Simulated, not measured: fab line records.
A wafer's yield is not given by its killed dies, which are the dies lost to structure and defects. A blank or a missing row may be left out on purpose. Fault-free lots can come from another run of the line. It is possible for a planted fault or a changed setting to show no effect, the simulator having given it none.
The tool behind it: which one? -- flow gf180mcu -- Sampling: 24 lots, 72 wafers, 6 of 602 route steps

## WHAT THE GAUGES READ, wafer by wafer
GF_MIM_THK_MEAS_11: measures by xrf.
lot,measured,on,MIM_ALCU_THK (nm)
L074,day 25 00:09,film metro-01,203.9 200.7 200.3
L075,day 25 04:20,film metro-03,198.0 196.8 199.7
L076,day 25 19:06,film metro-03,199.2 201.2 201.4
L077,day 26 08:48,film metro-02,199.7 203.0 202.5
L078,day 26 18:44,film metro-01,202.2 201.6 203.9
L079,day 27 06:59,film metro-02,201.6 200.7 200.7
L081,day 27 09:15,film metro-03,198.8 198.5 200.8
L080,day 27 14:01,film metro-01,201.6 202.2 199.6
L082,day 27 21:31,film metro-03,198.5 198.0 195.5
L084,day 28 05:50,film metro-01,199.2 201.5 199.6
L083,day 28 12:08,film metro-01,196.3 198.1 197.3
L085,day 28 19:21,film metro-01,202.4 204.8 203.9
L086,day 28 20:07,film metro-01,203.2 202.6 203.1
L087,day 29 03:49,film metro-01,193.2 196.7 195.2
L088,day 29 12:59,film metro-02,197.4 194.8 196.0
L089,day 30 03:54,film metro-03,198.4 198.0 200.0
L090,day 30 03:22,film metro-03,193.1 197.7 195.0
L091,day 30 09:08,film metro-01,196.4 200.2 196.5
L092,day 30 20:29,film metro-01,199.7 200.2 199.6
L093,day 31 02:43,film metro-02,198.2 197.0 196.1
L094,day 31 04:00,film metro-03,196.2 197.6 198.2
L095,day 31 10:27,film metro-03,197.5 197.4 198.5
L096,day 31 22:32,film metro-03,196.1 197.1 198.0
L097,day 31 20:19,film metro-02,200.6 198.6 200.0

GF_V5_RS_MEAS_24: a four-point-probe measurement.
lot,measured,on,V5_W_RS (ohm/sq)
L074,day 27 18:02,film metro-04,0.329 0.332 0.329
L075,day 27 22:31,film metro-02,0.320 0.330 0.318
L076,day 28 11:54,film metro-04,0.331 0.333 0.330
L077,day 29 00:48,film metro-04,0.333 0.319 0.322
L078,day 29 09:41,film metro-03,0.330 0.319 0.318
L079,day 29 19:32,film metro-03,0.327 0.328 0.332
L081,day 29 23:35,film metro-03,0.322 0.327 0.316
L080,day 30 03:34,film metro-02,0.329 0.328 0.328
L082,day 30 09:44,film metro-02,0.318 0.325 0.315
L084,day 30 18:24,film metro-04,0.317 0.328 0.328
L083,day 30 23:12,film metro-04,0.331 0.330 0.331
L085,day 31 07:16,film metro-02,0.322 0.330 0.331
L086,day 31 07:21,film metro-03,0.327 0.327 0.328
L087,day 31 15:41,film metro-03,0.331 0.330 0.327
L088,day 31 22:45,film metro-03,0.323 0.324 0.327
L089,day 32 11:56,film metro-03,0.330 0.328 0.329
L090,day 32 11:32,film metro-04,0.324 0.325 0.327
L091,day 32 16:48,film metro-03,0.316 0.327 0.318
L092,day 33 04:01,film metro-04,0.328 0.322 0.327
L093,day 33 08:38,film metro-02,0.326 0.330 0.330
L094,day 33 10:09,film metro-04,0.328 0.326 0.329
L095,day 33 15:41,film metro-04,0.326 0.317 0.317
L096,day 34 01:55,film metro-02,0.329 0.325 0.329
L097,day 34 00:57,film metro-02,0.329 0.329 0.330

## TOOL THAT RAN EACH LOT (tool first, then ch and the chambers of the sampled wafers, then the start)
lot,GF_VT_IMPLANT_STRIP_20,GF_V2_ETCH_17,GF_V2_STRIP_18,GF_M3_SPUTTER_02
L074,"plasma asher-03 ch 1, day 6 07:18","rie diel-02 ch 2,3, day 20 16:17 or earlier","plasma asher-03 ch 0,1, day 20 16:17","pvd sputter-04, day 20 17:47"
L075,"plasma asher-01 ch 0,1, day 6 12:52","rie diel-02 ch 1,2,3, day 20 22:14 or earlier","plasma asher-04 ch 0,1, day 20 22:14","pvd sputter-04, day 20 23:35"
L076,"plasma asher-03 ch 0,1, day 7 00:58","rie diel-03 ch 0,2,3, day 21 14:34 or earlier","plasma asher-04 ch 0,1, day 21 14:34","pvd sputter-02, day 21 15:55"
L077,"plasma asher-04 ch 0,1, day 7 11:57","rie diel-03 ch 2,3, day 22 07:25 or earlier","plasma asher-03 ch 0,1, day 22 07:25","pvd sputter-03, day 22 08:46"
L078,"plasma asher-04 ch 0,1, day 7 18:55","rie diel-03 ch 1,2,3, day 22 17:14 or earlier","plasma asher-03 ch 0,1, day 22 17:14","pvd sputter-03, day 22 18:49"
L079,"plasma asher-04 ch 0,1, day 8 04:48","rie diel-02 ch 1,2,3, day 23 07:08 or earlier","plasma asher-04 ch 0,1, day 23 07:08","pvd sputter-04, day 23 08:50"
L081,"plasma asher-04 ch 0,1, day 8 07:20","rie diel-02 ch 0,1, day 23 10:53 or earlier","plasma asher-04 ch 0,1, day 23 10:53","pvd sputter-02, day 23 12:17"
L080,"plasma asher-03 ch 0,1, day 8 08:51","rie diel-03 ch 2,3, day 23 15:35 or earlier","plasma asher-02 ch 0,1, day 23 15:35","pvd sputter-04, day 23 16:59"
L082,"plasma asher-01 ch 0,1, day 8 15:20","rie diel-04 ch 1,3, day 23 22:59 or earlier","plasma asher-04 ch 1, day 23 22:59","pvd sputter-04, day 24 00:23"
L084,"plasma asher-04 ch 0,1, day 9 01:57","rie diel-02 ch 0,1,2, day 24 09:49 or earlier","plasma asher-02 ch 0,1, day 24 09:49","pvd sputter-04, day 24 11:10"
L083,"plasma asher-04 ch 0,1, day 9 03:38","rie diel-02 ch 0,1,3, day 24 14:37 or earlier","plasma asher-04 ch 0,1, day 24 14:37","pvd sputter-02, day 24 15:58"
L085,"plasma asher-01 ch 0,1, day 9 11:23","rie diel-04 ch 0,2,3, day 24 23:35 or earlier","plasma asher-02 ch 0,1, day 24 23:35","pvd sputter-04, day 25 01:00"
L086,"plasma asher-01 ch 0,1, day 9 13:46","rie diel-02 ch 1,3, day 25 00:40 or earlier","plasma asher-02 ch 0,1, day 25 00:40","pvd sputter-03, day 25 02:01"
L087,"plasma asher-04 ch 0,1, day 9 19:06","rie diel-03 ch 0,2, day 25 11:08 or earlier","plasma asher-04 ch 0,1, day 25 11:08","pvd sputter-02, day 25 12:31"
L088,"plasma asher-03 ch 0,1, day 10 03:25","rie diel-03 ch 0,1,2, day 25 19:38 or earlier","plasma asher-03 ch 0,1, day 25 19:38","pvd sputter-03, day 25 20:59"
L089,"plasma asher-03 ch 0,1, day 10 11:27","rie diel-03 ch 0,1,2, day 26 13:20 or earlier","plasma asher-03 ch 0,1, day 26 13:20","pvd sputter-02, day 26 14:41"
L090,"plasma asher-04 ch 0,1, day 10 16:28","rie diel-03 ch 0,2,3, day 26 12:14 or earlier","plasma asher-04 ch 0,1, day 26 12:14","pvd sputter-04, day 26 13:35"
L091,"plasma asher-01 ch 0,1, day 10 21:42","rie diel-03 ch 0,2,3, day 26 17:02 or earlier","plasma asher-03 ch 0,1, day 26 17:02","pvd sputter-02, day 26 18:32"
L092,"plasma asher-01 ch 0,1, day 11 06:54","rie diel-03 ch 1,2,3, day 27 05:32 or earlier","plasma asher-03 ch 0,1, day 27 05:32","pvd sputter-03, day 27 06:53"
L093,"plasma asher-04 ch 0,1, day 11 10:25","rie diel-02 ch 0,1,3, day 27 13:10 or earlier","plasma asher-02 ch 0,1, day 27 13:10","pvd sputter-02, day 27 14:35"
L094,"plasma asher-04 ch 1, day 11 14:48","rie diel-04 ch 0,3, day 27 15:25 or earlier","plasma asher-02 ch 0,1, day 27 15:25","pvd sputter-02, day 27 16:46"
L095,"plasma asher-03 ch 0,1, day 11 22:35","rie diel-02 ch 0,1,3, day 27 19:40 or earlier","plasma asher-02 ch 0,1, day 27 19:40","pvd sputter-04, day 27 20:59"
L096,"plasma asher-03 ch 0,1, day 12 07:20","rie diel-03 ch 0,3, day 28 11:50 or earlier","plasma asher-04 ch 0,1, day 28 11:50","pvd sputter-02, day 28 13:11"
L097,"plasma asher-03 ch 0,1, day 12 09:52","rie diel-03 ch 0,2, day 28 10:08 or earlier","plasma asher-03 ch 0,1, day 28 10:08","pvd sputter-04, day 28 11:27"
- GF_VT_IMPLANT_STRIP_20: strips in O2/N2.
- GF_V2_ETCH_17: etches SiO2 in C4F8/O2/Ar, stops on TiN, target depth 630 nm.
- GF_V2_STRIP_18: strips in O2/N2.
- GF_M3_SPUTTER_02: material AlCu, target thk 450 nm, time 23.9 s.

## WHAT THE TOOLS THEMSELVES READ (means of the sampled wafers that have a number; where no wafer has one, the mark that the record gives instead)
GF_VT_IMPLANT_STRIP_20.
lot,tool,drypump motor current A (A),heater power w (W),oes product au (a.u.),strip time to endpoint s (s)
L074,plasma asher-03,5.7,309,0.716,12.60
L075,plasma asher-01,5.2,291,0.718,12.62
L076,plasma asher-03,5.5,309,0.717,12.63
L077,plasma asher-04,6.0,381,0.718,12.61
L078,plasma asher-04,6.0,383,0.719,12.60
L079,plasma asher-04,5.6,365,0.713,12.63
L081,plasma asher-04,5.6,365,0.713,12.61
L080,plasma asher-03,5.4,305,0.712,12.68
L082,plasma asher-01,5.0,305,0.714,12.66
L084,plasma asher-04,6.0,382,0.716,12.65
L083,plasma asher-04,5.6,365,0.712,12.61
L085,plasma asher-01,5.0,301,0.714,12.64
L086,plasma asher-01,5.2,291,0.711,12.62
L087,plasma asher-04,5.6,366,0.718,12.62
L088,plasma asher-03,5.4,303,0.716,12.61
L089,plasma asher-03,5.4,306,0.717,12.64
L090,plasma asher-04,5.6,371,0.718,12.64
L091,plasma asher-01,5.2,291,0.720,12.69
L092,plasma asher-01,5.2,291,0.720,12.63
L093,plasma asher-04,6.0,380,0.719,12.67
L094,plasma asher-04,6.4,403,0.718,12.65
L095,plasma asher-03,5.4,299,0.716,12.60
L096,plasma asher-03,5.5,304,0.715,12.65
L097,plasma asher-03,5.5,299,0.716,12.60

GF_V2_ETCH_17.
lot,tool,oes product au (a.u.)
L074,rie diel-02,0.858
L075,rie diel-02,0.854
L076,rie diel-03,0.859
L077,rie diel-03,0.860
L078,rie diel-03,0.853
L079,rie diel-02,0.853
L081,rie diel-02,0.851
L080,rie diel-03,0.858
L082,rie diel-04,0.855
L084,rie diel-02,0.856
L083,rie diel-02,0.853
L085,rie diel-04,0.854
L086,rie diel-02,0.855
L087,rie diel-03,0.856
L088,rie diel-03,0.857
L089,rie diel-03,0.856
L090,rie diel-03,0.853
L091,rie diel-03,0.853
L092,rie diel-03,0.852
L093,rie diel-02,0.856
L094,rie diel-04,0.858
L095,rie diel-02,0.855
L096,rie diel-03,0.863
L097,rie diel-03,0.855

GF_V2_STRIP_18.
lot,tool,drypump motor current A (A),heater power w (W),oes product au (a.u.)
L074,plasma asher-03,5.6,300,0.596
L075,plasma asher-04,5.6,377,0.593
L076,plasma asher-04,5.6,370,0.593
L077,plasma asher-03,5.5,303,0.594
L078,plasma asher-03,5.4,303,0.599
L079,plasma asher-04,6.0,384,0.590
L081,plasma asher-04,6.0,393,0.596
L080,plasma asher-02,6.2,324,0.598
L082,plasma asher-04,6.5,409,0.593
L084,plasma asher-02,5.9,331,0.592
L083,plasma asher-04,6.1,387,0.596
L085,plasma asher-02,5.9,331,0.593
L086,plasma asher-02,5.9,335,0.593
L087,plasma asher-04,6.0,386,0.597
L088,plasma asher-03,5.4,306,0.594
L089,plasma asher-03,5.5,306,0.590
L090,plasma asher-04,5.6,372,0.598
L091,plasma asher-03,5.5,308,0.592
L092,plasma asher-03,5.5,307,0.598
L093,plasma asher-02,6.2,332,0.594
L094,plasma asher-02,6.2,322,0.592
L095,plasma asher-02,5.9,333,0.593
L096,plasma asher-04,5.6,372,0.592
L097,plasma asher-03,5.5,307,0.596

GF_M3_SPUTTER_02.
lot,tool,throttle valve pct (%)
L074,pvd sputter-04,29.8
L075,pvd sputter-04,30.3
L076,pvd sputter-02,31.3
L077,pvd sputter-03,31.2
L078,pvd sputter-03,29.6
L079,pvd sputter-04,29.9
L081,pvd sputter-02,30.3
L080,pvd sputter-04,30.3
L082,pvd sputter-04,29.5
L084,pvd sputter-04,29.7
L083,pvd sputter-02,31.1
L085,pvd sputter-04,29.8
L086,pvd sputter-03,30.4
L087,pvd sputter-02,30.8
L088,pvd sputter-03,29.4
L089,pvd sputter-02,30.9
L090,pvd sputter-04,30.3
L091,pvd sputter-02,31.0
L092,pvd sputter-03,30.0
L093,pvd sputter-02,31.2
L094,pvd sputter-02,31.8
L095,pvd sputter-04,29.8
L096,pvd sputter-02,30.2
L097,pvd sputter-04,29.5

## THE ANSWER, worked out from the rows above alone
Rule: usual is defined by the lots themselves. The widest of any qualifying gaps counts: lots, ordered by their means at a reading, are off when they make up no more than a third of the lots, leave a main group of 4 or more, and stand apart from it by 3 or more times the standard deviation of that group's means. A main group whose means are all the same, to the digits that the tables above print for the reading, isn't used. Also off: a lot with no number at a reading for which 4 or more lots have one. Any other lot the step has rows for is counted as sound. First the gauges in route order, then the tools' own readings, where a lot's mean is used as printed above. The first step at which some lot is off is used, and at that step the reading that is off furthest; a lot without a number counts as furthest.
Across all readings shown, no lot is off: no conclusion can be drawn from this.

## WHAT WAS PUT IN BY THE SIMULATOR
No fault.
